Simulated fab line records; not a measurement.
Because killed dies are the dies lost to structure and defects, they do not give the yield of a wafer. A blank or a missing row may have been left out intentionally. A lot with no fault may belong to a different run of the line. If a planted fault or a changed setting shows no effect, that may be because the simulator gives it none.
fab line records	flow gf180mcu
[record] lots = 24	wafers = 72	last-day = 34
route steps=602 shown SAB@274 SALICIDE@280 V1@357 V2@404 V5@564
lots with no fault: from the same line, run without faults
start-h: start of the lot's first displayed wafer, in hours after the record's first day	wait-h: hours elapsed since this lot's preceding step	" unchanged from the row above	L1.1+2: a row that stands for several wafers	- value missing, or start not given	* or withheld: withheld	< > ~ a bound
route shown NAME@n: names a module that has steps shown in the file, with the first one's number in the route	usual: average and standard deviation across the fault-free wafers	same: alike in all rows	chamber/n: place in a boat	sites: readings site by site	_std_site: the standard deviation of these	_edge_site: outer sites' mean less inner sites'	radius-mm: how far each site lies from the wafer's centre	mask NAME#n: copy n	behind: the most recent tool/chamber to have shaped the wafer	hold: cause of the lot's hold/its duration in hours/its outcome	device: the n, p or np transistor that did not switch	end of line: the route-end tests of the same wafers	a step given without rows: its recipe and nothing more	killed: the dies lost at the first sort to structure and to defects; this is not the yield of the wafer	map: a wafer's dies, x killed, . not, _ none there
set.NAME: setting as actually run; set.NAME@STEP: the setting as run at that earlier step	model.NAME: the simulator's own value behind a step, which no gauge read
route steps across a sampled set of lots; one table per step, one row per wafer
services: a tool's chamber out of use, with start hour (start-h, from the record's first day; less than 0 if before it), hours out, and reason
[[steps]]
[step GF_SAB_OVL_MEAS_10]
[usual] SAB_OVL = 1.2/1.4
lot.wafer	tool	chamber	start-h	wait-h	SAB_OVL[nm]
L074.3	overlay-02	-	339.19	0.1	2.4
L074.5	"	-	"	"	2.6
L074.6	"	-	"	"	3.8
L075.1	overlay-01	-	348.43	0.1	1.9
L075.4	"	-	"	"	3.0
L075.5	"	-	"	"	1.6
L076.1	overlay-02	-	357.63	0.1	-1.3
L076.2	"	-	"	"	-1.5
L076.6	"	-	"	"	-2.0
L077.1	overlay-02	-	360.87	0.1	-0.6
L077.4	"	-	"	"	-0.1
L077.6	"	-	"	"	0.6
L078.2	overlay-02	-	375.63	0.1	0.3
L078.5	"	-	"	"	-0.1
L078.6	"	-	"	"	-0.1
L079.1	overlay-02	-	383.08	0.1	3.5
L079.5	"	-	"	"	3.2
L079.6	"	-	"	"	1.7
L080.2	overlay-02	-	391.88	0.1	-1.6
L080.5	"	-	"	"	-0.3
L080.6	"	-	"	"	0.4
L081.1	overlay-02	-	397.08	0.1	2.1
L081.3	"	-	"	"	3.0
L081.6	"	-	"	"	3.2
L082.1	overlay-01	-	415.02	0.1	1.8
L082.5	"	-	"	"	3.1
L082.6	"	-	"	"	0.3
L083.3	overlay-02	-	417.84	0.1	0.6
L083.5	"	-	"	"	1.1
L083.6	"	-	"	"	0.8
L084.1	overlay-01	-	427.72	0.1	1.8
L084.3	"	-	"	"	2.9
L084.5	"	-	"	"	1.7
L085.1	overlay-01	-	438.87	0.1	3.5
L085.5	"	-	"	"	1.5
L085.6	"	-	"	"	0.3
L086.4	overlay-01	-	441.09	0.1	0.9
L086.5	"	-	"	"	1.1
L086.6	"	-	"	"	1.8
L087.1	overlay-02	-	453.12	0.1	1.3
L087.5	"	-	"	"	1.1
L087.6	"	-	"	"	2.2
L088.1	overlay-01	-	458.17	0.1	2.0
L088.2	"	-	"	"	1.2
L088.4	"	-	"	"	2.1
L089.2	overlay-02	-	479.43	0.1	1.9
L089.3	"	-	"	"	3.8
L089.6	"	-	"	"	3.0
L090.2	overlay-02	-	482.88	0.1	0.8
L090.4	"	-	"	"	-1.6
L090.5	"	-	"	"	1.6
L091.2	overlay-02	-	492.25	0.1	-1.4
L091.3	"	-	"	"	-0.9
L091.4	"	-	"	"	0.3
L092.1	overlay-02	-	496.88	0.1	1.4
L092.2	"	-	"	"	0.3
L092.3	"	-	"	"	-0.2
L093.1	overlay-01	-	502.67	0.1	3.8
L093.3	"	-	"	"	2.1
L093.4	"	-	"	"	3.5
L094.2	overlay-01	-	509.13	0.1	1.5
L094.3	"	-	"	"	-0.2
L094.5	"	-	"	"	1.8
L095.1	overlay-02	-	517.25	0.1	3.4
L095.5	"	-	"	"	3.0
L095.6	"	-	"	"	2.2
L096.4	overlay-02	-	530.54	0.1	1.0
L096.5	"	-	"	"	1.4
L096.6	"	-	"	"	0.9
L097.2	overlay-01	-	532.48	0.1	1.6
L097.5	"	-	"	"	1.9
L097.6	"	-	"	"	1.7
[step GF_SALICIDE_SPUTTER_02]
[recipe] material = Co	target-thk-nm = 10	power-w = 1000	time-s = 20	chamber-pressure-pa = 0.4
[usual] cathode-dc-power-W = 999.99/0.19	throttle-valve-pct = 29.9/0.75
lot.wafer	tool	chamber	start-h	wait-h	cathode-dc-power-W	throttle-valve-pct
L074.3	pvd-sputter-01	-	339.56	0.0	1000.2	30.8
L074.5	"	-	"	"	1000.1	29.6
L074.6	"	-	"	"	999.75	30.9
L075.1	pvd-sputter-01	-	348.81	0.0	999.68	29.5
L075.4	"	-	"	"	999.75	28.9
L075.5	"	-	"	"	999.77	29.1
L076.1	pvd-sputter-03	-	358.03	0.0	999.81	29.6
L076.2	"	-	"	"	1000.2	29.6
L076.6	"	-	"	"	1000.4	30.0
L077.1	pvd-sputter-01	-	361.26	0.0	999.74	29.8
L077.4	"	-	"	"	1000.1	29.2
L077.6	"	-	"	"	999.80	29.1
L078.2	pvd-sputter-01	-	376.00	0.0	999.74	29.1
L078.5	"	-	"	"	1000.3	30.9
L078.6	"	-	"	"	1000.1	29.8
L079.1	pvd-sputter-03	-	383.45	0.0	999.80	30.7
L079.5	"	-	"	"	999.76	29.6
L079.6	"	-	"	"	1000.1	29.8
L080.2	pvd-sputter-03	-	392.25	0.0	999.80	30.2
L080.5	"	-	"	"	999.77	29.7
L080.6	"	-	"	"	1000.3	29.9
L081.1	pvd-sputter-01	-	397.45	0.0	1000.3	29.0
L081.3	"	-	"	"	1000.1	29.8
L081.6	"	-	"	"	1000.1	28.9
L082.1	pvd-sputter-01	-	415.41	0.0	999.63	30.9
L082.5	"	-	"	"	1000.0	30.6
L082.6	"	-	"	"	1000.1	29.6
L083.3	pvd-sputter-01	-	418.22	0.0	1000.1	30.8
L083.5	"	-	"	"	1000.0	29.5
L083.6	"	-	"	"	999.78	29.2
L084.1	pvd-sputter-03	-	428.10	0.0	1000.5	30.6
L084.3	"	-	"	"	1000.1	29.9
L084.5	"	-	"	"	999.93	29.4
L085.1	pvd-sputter-02	-	439.25	0.0	999.95	30.6
L085.5	"	-	"	"	999.81	28.7
L085.6	"	-	"	"	1000.1	31.6
L086.4	pvd-sputter-02	-	441.46	0.0	999.65	31.7
L086.5	"	-	"	"	1000.2	28.7
L086.6	"	-	"	"	999.73	30.2
L087.1	pvd-sputter-02	-	453.50	0.0	1000.5	31.7
L087.5	"	-	"	"	1000.1	28.9
L087.6	"	-	"	"	999.72	31.7
L088.1	pvd-sputter-03	-	458.56	0.0	999.85	30.6
L088.2	"	-	"	"	999.78	29.6
L088.4	"	-	"	"	999.99	30.0
L089.2	pvd-sputter-01	-	479.80	0.0	999.82	29.8
L089.3	"	-	"	"	999.95	30.8
L089.6	"	-	"	"	999.91	29.6
L090.2	pvd-sputter-01	-	483.26	0.0	999.77	29.0
L090.4	"	-	"	"	1000.1	29.8
L090.5	"	-	"	"	999.96	29.8
L091.2	pvd-sputter-03	-	492.63	0.0	999.81	30.8
L091.3	"	-	"	"	999.89	29.6
L091.4	"	-	"	"	999.80	30.1
L092.1	pvd-sputter-02	-	497.27	0.0	999.96	30.1
L092.2	"	-	"	"	999.94	31.6
L092.3	"	-	"	"	1000.2	30.6
L093.1	pvd-sputter-03	-	503.05	0.0	1000.0	30.6
L093.3	"	-	"	"	999.69	29.6
L093.4	"	-	"	"	1000.1	30.1
L094.2	pvd-sputter-03	-	509.50	0.0	999.92	29.4
L094.3	"	-	"	"	1000.2	30.6
L094.5	"	-	"	"	999.88	29.6
L095.1	pvd-sputter-02	-	517.62	0.0	1000.4	30.2
L095.5	"	-	"	"	1000.3	31.7
L095.6	"	-	"	"	999.98	30.1
L096.4	pvd-sputter-03	-	530.92	0.0	1000.1	29.2
L096.5	"	-	"	"	1000.1	30.7
L096.6	"	-	"	"	999.94	30.1
L097.2	pvd-sputter-01	-	532.86	0.0	999.94	29.8
L097.5	"	-	"	"	999.91	29.1
L097.6	"	-	"	"	999.89	29.6
[step GF_SALICIDE_THK_MEAS_05]
[recipe] thk-meas-gauge = xrf	reads = TiN_of_SALICIDE_SPUTTER_03
[usual] SALICIDE_TIN_THK = 20.11/0.28
lot.wafer	tool	chamber	start-h	wait-h	SALICIDE_TIN_THK[nm]
L074.3	film-metro-03	-	339.75	0.1	20.11
L074.5	"	-	"	"	20.74
L074.6	"	-	"	"	20.30
L075.1	film-metro-03	-	348.99	0.1	20.32
L075.4	"	-	"	"	19.51
L075.5	"	-	"	"	19.55
L076.1	film-metro-01	-	358.21	0.1	19.90
L076.2	"	-	"	"	19.81
L076.6	"	-	"	"	20.15
L077.1	film-metro-02	-	361.44	0.1	20.26
L077.4	"	-	"	"	20.08
L077.6	"	-	"	"	20.14
L078.2	film-metro-01	-	376.19	0.1	19.55
L078.5	"	-	"	"	19.36
L078.6	"	-	"	"	20.12
L079.1	film-metro-01	-	383.63	0.1	20.01
L079.5	"	-	"	"	19.93
L079.6	"	-	"	"	19.87
L080.2	film-metro-01	-	392.44	0.1	20.18
L080.5	"	-	"	"	20.13
L080.6	"	-	"	"	20.12
L081.1	film-metro-03	-	397.63	0.1	20.55
L081.3	"	-	"	"	20.61
L081.6	"	-	"	"	20.34
L082.1	film-metro-03	-	415.59	0.1	19.79
L082.5	"	-	"	"	19.66
L082.6	"	-	"	"	20.31
L083.3	film-metro-02	-	418.41	0.1	19.73
L083.5	"	-	"	"	20.14
L083.6	"	-	"	"	19.70
L084.1	film-metro-01	-	428.27	0.1	20.57
L084.3	"	-	"	"	20.56
L084.5	"	-	"	"	20.45
L085.1	film-metro-03	-	439.42	0.1	20.13
L085.5	"	-	"	"	20.20
L085.6	"	-	"	"	20.15
L086.4	film-metro-02	-	441.67	0.1	20.03
L086.5	"	-	"	"	20.23
L086.6	"	-	"	"	19.95
L087.1	film-metro-01	-	453.68	0.1	20.14
L087.5	"	-	"	"	20.15
L087.6	"	-	"	"	20.12
L088.1	film-metro-03	-	458.73	0.1	20.57
L088.2	"	-	"	"	20.28
L088.4	"	-	"	"	20.75
L089.2	film-metro-03	-	479.98	0.1	20.24
L089.3	"	-	"	"	19.66
L089.6	"	-	"	"	20.05
L090.2	film-metro-01	-	483.44	0.1	19.89
L090.4	"	-	"	"	20.27
L090.5	"	-	"	"	20.12
L091.2	film-metro-01	-	492.81	0.1	20.17
L091.3	"	-	"	"	19.89
L091.4	"	-	"	"	20.23
L092.1	film-metro-03	-	497.44	0.1	20.17
L092.2	"	-	"	"	20.37
L092.3	"	-	"	"	19.99
L093.1	film-metro-01	-	503.23	0.1	20.11
L093.3	"	-	"	"	20.23
L093.4	"	-	"	"	20.17
L094.2	film-metro-03	-	509.68	0.1	20.44
L094.3	"	-	"	"	20.10
L094.5	"	-	"	"	20.51
L095.1	film-metro-01	-	517.79	0.1	19.78
L095.5	"	-	"	"	20.06
L095.6	"	-	"	"	19.90
L096.4	film-metro-01	-	531.13	0.1	20.13
L096.5	"	-	"	"	19.73
L096.6	"	-	"	"	19.95
L097.2	film-metro-02	-	533.05	0.1	20.64
L097.5	"	-	"	"	20.05
L097.6	"	-	"	"	20.66
[step GF_V1_SPUTTER_22]
[recipe] material = TiN	target-thk-nm = 10	chamber-pressure-pa = 5	power-w = 4000	time-s = 40
[usual] cathode-dc-power-W = 4000.1/0.78	throttle-valve-pct = 29.7/0.71
lot.wafer	tool	chamber	start-h	wait-h	cathode-dc-power-W	throttle-valve-pct
L074.3	pvd-sputter-01	-	412.39	0.0	4000.6	29.0
L074.5	"	-	"	"	3999.5	29.1
L074.6	"	-	"	"	3999.2	31.0
L075.1	pvd-sputter-01	-	422.36	0.0	4001.7	30.7
L075.4	"	-	"	"	4000.6	29.7
L075.5	"	-	"	"	3999.0	29.5
L076.1	pvd-sputter-01	-	433.48	0.0	4000.0	30.8
L076.2	"	-	"	"	4000.0	29.0
L076.6	"	-	"	"	4000.2	29.2
L077.1	pvd-sputter-04	-	436.68	0.0	4000.6	29.2
L077.4	"	-	"	"	4000.2	28.7
L077.6	"	-	"	"	3999.9	29.1
L078.2	pvd-sputter-01	-	452.23	0.0	3999.9	31.0
L078.5	"	-	"	"	4000.4	30.9
L078.6	"	-	"	"	3999.3	29.4
L079.1	pvd-sputter-01	-	460.27	0.0	4000.3	30.9
L079.5	"	-	"	"	3999.8	30.9
L079.6	"	-	"	"	3999.9	29.0
L080.2	pvd-sputter-01	-	468.64	0.0	3999.8	29.3
L080.5	"	-	"	"	3999.8	29.0
L080.6	"	-	"	"	3999.6	30.6
L081.1	pvd-sputter-04	-	472.63	0.0	4000.6	29.2
L081.3	"	-	"	"	4001.4	30.5
L081.6	"	-	"	"	4000.3	30.4
L082.1	pvd-sputter-04	-	492.32	0.0	4000.8	29.1
L082.5	"	-	"	"	4000.4	30.0
L082.6	"	-	"	"	4000.6	28.9
L083.3	pvd-sputter-04	-	496.61	0.0	4000.3	30.4
L083.5	"	-	"	"	3999.0	29.0
L083.6	"	-	"	"	3999.9	28.7
L084.1	pvd-sputter-01	-	504.99	0.0	3999.7	29.1
L084.3	"	-	"	"	3999.8	29.6
L084.5	"	-	"	"	4000.0	29.7
L085.1	pvd-sputter-03	-	516.34	0.0	4003.2	30.7
L085.5	"	-	"	"	4000.1	30.7
L085.6	"	-	"	"	4000.1	29.7
L086.4	pvd-sputter-04	-	517.59	0.0	3999.9	28.7
L086.5	"	-	"	"	3999.7	29.3
L086.6	"	-	"	"	3998.6	30.2
L087.1	pvd-sputter-01	-	528.33	0.0	4000.5	29.6
L087.5	"	-	"	"	3998.3	29.7
L087.6	"	-	"	"	3998.9	29.1
L088.1	pvd-sputter-04	-	533.15	0.0	4000.4	30.1
L088.2	"	-	"	"	3999.0	30.7
L088.4	"	-	"	"	4000.1	29.4
L089.2	pvd-sputter-01	-	553.09	0.0	4000.5	28.9
L089.3	"	-	"	"	4000.4	29.0
L089.6	"	-	"	"	4000.1	30.8
L090.2	pvd-sputter-03	-	557.11	0.0	4000.3	31.0
L090.4	"	-	"	"	3999.5	29.3
L090.5	"	-	"	"	4000.5	30.2
L091.2	pvd-sputter-01	-	567.45	0.0	4000.3	30.7
L091.3	"	-	"	"	4001.2	29.7
L091.4	"	-	"	"	4001.3	29.3
L092.1	pvd-sputter-01	-	569.74	0.0	4001.9	29.4
L092.2	"	-	"	"	3999.6	31.0
L092.3	"	-	"	"	3999.9	29.1
L093.1	pvd-sputter-04	-	574.36	0.0	4001.2	28.7
L093.3	"	-	"	"	4000.6	30.1
L093.4	"	-	"	"	3999.9	29.4
L094.2	pvd-sputter-01	-	581.80	0.0	3999.7	29.6
L094.3	"	-	"	"	4000.0	30.6
L094.5	"	-	"	"	4000.7	29.6
L095.1	pvd-sputter-04	-	589.59	0.0	3999.9	30.4
L095.5	"	-	"	"	3999.5	28.9
L095.6	"	-	"	"	3999.9	29.3
L096.4	pvd-sputter-01	-	600.54	0.0	4000.4	29.0
L096.5	"	-	"	"	4000.9	28.8
L096.6	"	-	"	"	3999.0	30.6
L097.2	pvd-sputter-01	-	603.22	0.0	3998.9	29.2
L097.5	"	-	"	"	4000.5	29.6
L097.6	"	-	"	"	4000.9	29.0
[step GF_V2_SPUTTER_22]
[recipe] material = TiN	target-thk-nm = 10	chamber-pressure-pa = 5	power-w = 4000	time-s = 40
[usual] cathode-dc-power-W = 4000.1/0.77	throttle-valve-pct = 29.8/0.88
lot.wafer	tool	chamber	start-h	wait-h	cathode-dc-power-W	throttle-valve-pct
L074.3	pvd-sputter-01	-	463.64	0.0	4000.7	29.5
L074.5	"	-	"	"	4001.6	30.8
L074.6	"	-	"	"	4000.7	29.5
L075.1	pvd-sputter-01	-	474.26	0.0	4001.5	29.3
L075.4	"	-	"	"	4000.5	29.5
L075.5	"	-	"	"	4000.5	29.7
L076.1	pvd-sputter-02	-	485.30	0.0	4000.3	28.9
L076.2	"	-	"	"	4000.0	30.2
L076.6	"	-	"	"	4000.7	30.1
L077.1	pvd-sputter-01	-	487.90	0.0	4000.5	29.2
L077.4	"	-	"	"	4001.1	29.3
L077.6	"	-	"	"	4000.0	29.4
L078.2	pvd-sputter-04	-	504.03	0.0	4000.3	30.2
L078.5	"	-	"	"	3999.6	28.6
L078.6	"	-	"	"	3998.6	30.1
L079.1	pvd-sputter-02	-	511.64	0.0	3998.9	28.7
L079.5	"	-	"	"	3999.9	31.8
L079.6	"	-	"	"	4000.9	29.0
L080.2	pvd-sputter-02	-	518.98	0.0	4001.0	28.4
L080.5	"	-	"	"	4000.5	30.4
L080.6	"	-	"	"	3999.8	29.0
L081.1	pvd-sputter-04	-	523.12	0.0	4000.6	30.2
L081.3	"	-	"	"	3999.3	28.7
L081.6	"	-	"	"	3999.9	30.0
L082.1	pvd-sputter-01	-	542.30	0.0	4000.8	29.1
L082.5	"	-	"	"	3999.8	29.6
L082.6	"	-	"	"	3999.6	29.2
L083.3	pvd-sputter-04	-	545.24	0.0	3999.2	28.9
L083.5	"	-	"	"	4000.2	30.6
L083.6	"	-	"	"	3999.3	29.1
L084.1	pvd-sputter-02	-	553.63	0.0	3999.6	31.6
L084.3	"	-	"	"	4001.0	30.1
L084.5	"	-	"	"	4000.2	29.0
L085.1	pvd-sputter-01	-	564.69	0.0	4000.4	29.2
L085.5	"	-	"	"	3999.9	29.0
L085.6	"	-	"	"	3999.4	30.7
L086.4	pvd-sputter-04	-	566.59	0.0	4000.3	29.1
L086.5	"	-	"	"	4001.6	28.9
L086.6	"	-	"	"	3999.8	29.9
L087.1	pvd-sputter-02	-	575.59	0.0	3999.1	30.5
L087.5	"	-	"	"	4001.8	30.1
L087.6	"	-	"	"	4000.8	31.4
L088.1	pvd-sputter-02	-	579.68	0.0	3999.8	29.9
L088.2	"	-	"	"	3999.8	30.5
L088.4	"	-	"	"	4000.0	31.6
L089.2	pvd-sputter-01	-	599.48	0.0	3999.3	29.3
L089.3	"	-	"	"	4001.1	29.6
L089.6	"	-	"	"	4000.9	30.7
L090.2	pvd-sputter-04	-	602.19	0.0	3999.6	28.7
L090.4	"	-	"	"	3998.8	30.2
L090.5	"	-	"	"	3998.5	28.5
L091.2	pvd-sputter-02	-	612.54	0.0	3999.7	28.7
L091.3	"	-	"	"	4000.7	30.5
L091.4	"	-	"	"	3998.5	30.1
L092.1	pvd-sputter-04	-	615.10	0.0	4000.8	30.2
L092.2	"	-	"	"	3999.9	28.8
L092.3	"	-	"	"	3999.8	29.2
L093.1	pvd-sputter-04	-	619.53	0.0	4000.4	29.3
L093.3	"	-	"	"	3999.8	28.7
L093.4	"	-	"	"	4000.8	30.5
L094.2	pvd-sputter-04	-	626.38	0.0	3999.7	28.7
L094.3	"	-	"	"	3999.4	30.8
L094.5	"	-	"	"	4000.0	30.2
L095.1	pvd-sputter-02	-	633.79	0.0	4001.1	30.3
L095.5	"	-	"	"	4001.8	30.2
L095.6	"	-	"	"	3999.9	30.6
L096.4	pvd-sputter-01	-	643.94	0.0	4000.0	29.4
L096.5	"	-	"	"	3999.4	29.2
L096.6	"	-	"	"	4000.7	30.8
L097.2	pvd-sputter-04	-	647.98	0.0	4000.3	28.5
L097.5	"	-	"	"	4000.5	28.9
L097.6	"	-	"	"	3998.9	29.3
[step GF_V5_RS_MEAS_24]
[recipe] thk-meas-gauge = four-point-probe	reads = W_of_V5_CVD_23+TiN_of_V5_SPUTTER_22+Ti_of_V5_SPUTTER_21
[usual] V5_W_RS = 0.3293/0.0027
lot.wafer	tool	chamber	start-h	wait-h	V5_W_RS[ohm/sq]
L074.3	film-metro-01	-	630.64	0.1	0.3289
L074.5	"	-	"	"	0.3306
L074.6	"	-	"	"	0.3258
L075.1	film-metro-02	-	640.00	0.1	0.3310
L075.4	"	-	"	"	0.3285
L075.5	"	-	"	"	0.3307
L076.1	film-metro-01	-	649.75	0.1	0.3294
L076.2	"	-	"	"	0.3335
L076.6	"	-	"	"	0.3293
L077.1	film-metro-02	-	650.86	0.1	0.3322
L077.4	"	-	"	"	0.3315
L077.6	"	-	"	"	0.3357
L078.2	film-metro-04	-	662.67	0.1	0.3310
L078.5	"	-	"	"	0.3352
L078.6	"	-	"	"	0.3320
L079.1	film-metro-04	-	672.21	0.1	0.3281
L079.5	"	-	"	"	0.3229
L079.6	"	-	"	"	0.3272
L080.2	film-metro-02	-	677.48	0.1	0.3282
L080.5	"	-	"	"	0.3280
L080.6	"	-	"	"	0.3314
L081.1	film-metro-01	-	679.26	0.1	0.3256
L081.3	"	-	"	"	0.3304
L081.6	"	-	"	"	0.3342
L082.1	film-metro-02	-	694.95	0.1	0.3274
L082.5	"	-	"	"	0.3232
L082.6	"	-	"	"	0.3308
L083.3	film-metro-04	-	698.25	0.1	0.3297
L083.5	"	-	"	"	0.3318
L083.6	"	-	"	"	0.3299
L084.1	film-metro-04	-	705.16	0.1	0.3305
L084.3	"	-	"	"	0.3240
L084.5	"	-	"	"	0.3249
L085.1	film-metro-01	-	713.88	0.1	0.3316
L085.5	"	-	"	"	0.3288
L085.6	"	-	"	"	0.3310
L086.4	film-metro-04	-	715.22	0.1	0.3279
L086.5	"	-	"	"	0.3334
L086.6	"	-	"	"	0.3282
L087.1	film-metro-01	-	723.29	0.1	0.3296
L087.5	"	-	"	"	0.3300
L087.6	"	-	"	"	0.3290
L088.1	film-metro-04	-	725.97	0.1	0.3261
L088.2	"	-	"	"	0.3296
L088.4	"	-	"	"	0.3295
L089.2	film-metro-01	-	742.62	0.1	0.3315
L089.3	"	-	"	"	0.3337
L089.6	"	-	"	"	0.3310
L090.2	film-metro-04	-	744.52	0.1	0.3224
L090.4	"	-	"	"	0.3285
L090.5	"	-	"	"	0.3321
L091.2	film-metro-02	-	754.60	0.1	0.3253
L091.3	"	-	"	"	0.3275
L091.4	"	-	"	"	0.3273
L092.1	film-metro-04	-	756.04	0.1	0.3309
L092.2	"	-	"	"	0.3289
L092.3	"	-	"	"	0.3265
L093.1	film-metro-02	-	759.79	0.1	0.3277
L093.3	"	-	"	"	0.3295
L093.4	"	-	"	"	0.3326
L094.2	film-metro-04	-	765.00	0.2	0.3277
L094.3	"	-	"	"	0.3294
L094.5	"	-	"	"	0.3292
L095.1	film-metro-02	-	770.25	0.1	0.3294
L095.5	"	-	"	"	0.3305
L095.6	"	-	"	"	0.3257
L096.4	film-metro-02	-	778.31	0.1	0.3294
L096.5	"	-	"	"	0.3326
L096.6	"	-	"	"	0.3297
L097.2	film-metro-02	-	778.92	0.1	0.3267
L097.5	"	-	"	"	0.3277
L097.6	"	-	"	"	0.3247
[[services]]
tool	chamber	start-h	hours	kind
pvd-sputter-04	-	316.80	1.6	repair
pvd-sputter-04	0	320.25	-	consumable-replace:kit
pvd-sputter-04	0	320.25	18.0	scheduled-down
pvd-sputter-04	0	320.25	18.0	vent-cycle
pvd-sputter-01	-	363.03	2.3	repair
pvd-sputter-02	-	372.80	7.3	repair
pvd-sputter-03	3	399.59	-	consumable-replace:kit
pvd-sputter-03	3	399.59	18.0	scheduled-down
pvd-sputter-03	3	399.59	18.0	vent-cycle
pvd-sputter-03	-	417.47	2.4	repair
pvd-sputter-02	-	430.31	1.4	repair
pvd-sputter-02	0	458.54	-	consumable-replace:kit
pvd-sputter-02	0	458.54	18.0	scheduled-down
pvd-sputter-02	0	458.54	18.0	vent-cycle
pvd-sputter-01	-	489.34	14.7	repair
pvd-sputter-02	-	501.48	8.9	repair
pvd-sputter-04	-	549.36	1.3	repair
pvd-sputter-01	2	573.43	-	consumable-replace:kit
pvd-sputter-01	2	573.43	18.0	scheduled-down
pvd-sputter-01	2	573.43	18.0	vent-cycle
pvd-sputter-03	2	600.72	-	consumable-replace:kit
pvd-sputter-02	3	640.70	-	consumable-replace:kit
pvd-sputter-02	3	640.70	18.0	scheduled-down
pvd-sputter-02	3	640.70	18.0	vent-cycle
[[key]]
fault none
